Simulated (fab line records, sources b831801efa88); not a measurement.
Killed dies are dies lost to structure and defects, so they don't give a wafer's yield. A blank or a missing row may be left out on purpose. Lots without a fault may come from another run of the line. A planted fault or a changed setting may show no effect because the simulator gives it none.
Chamber matching | flow sky130 | SKY_VIA1_CMP_24 on cmp-01: 4 sister chambers
The step polishes, stops on SiO2, t overpolish 15 s, target thk 0 nm. 4 wafers are shown with their chamber, then 8 later ones without.

WAFERS WITH THEIR CHAMBER
wafer  | chamber | motor_current_A (A)
L794.4 | 3       | 13.5
L799.5 | 1       | 12.4
L800.5 | 2       | 10.7
L801.1 | 0       | 11.6

WAFERS WITHOUT THEIR CHAMBER
wafer  | motor_current_A (A)
L801.2 | 10.8
L801.4 | 13.1
L803.1 | 13.0
L803.2 | 11.2
L803.6 | 13.2
L805.4 | 11.5
L805.5 | 11.0
L805.6 | 11.7

WHICH CHAMBER EACH WENT THROUGH
wafer  | from the rows above     | in truth
L801.2 | 2                       | 2
L801.4 | can't be placed: 3 or 1 | 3
L803.1 | can't be placed: 3 or 1 | 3
L803.2 | can't be placed: 0 or 2 | 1
L803.6 | can't be placed: 3 or 1 | 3
L805.4 | 0                       | 0
L805.5 | can't be placed: 2 or 0 | 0
L805.6 | can't be placed: 0 or 1 | 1
Placed correctly: 2 of 8. Can't be placed from these rows: 6 (the true chamber is among the candidates in 5). Placed wrongly: 0.
How it was worked out, from the rows above alone: a wafer's distance from a chamber is the root of the sum, over the readings, of the square of ((its reading less the chamber's mean) divided by the reading's scatter). The wafer belongs to the nearest chamber; if the next one is less than 2 further off, it can't be placed. A chamber's mean is the mean of its shown wafers. The scatter: with one shown wafer a chamber, the root of the mean of the squares of how far each hidden wafer lies from its nearest shown one.
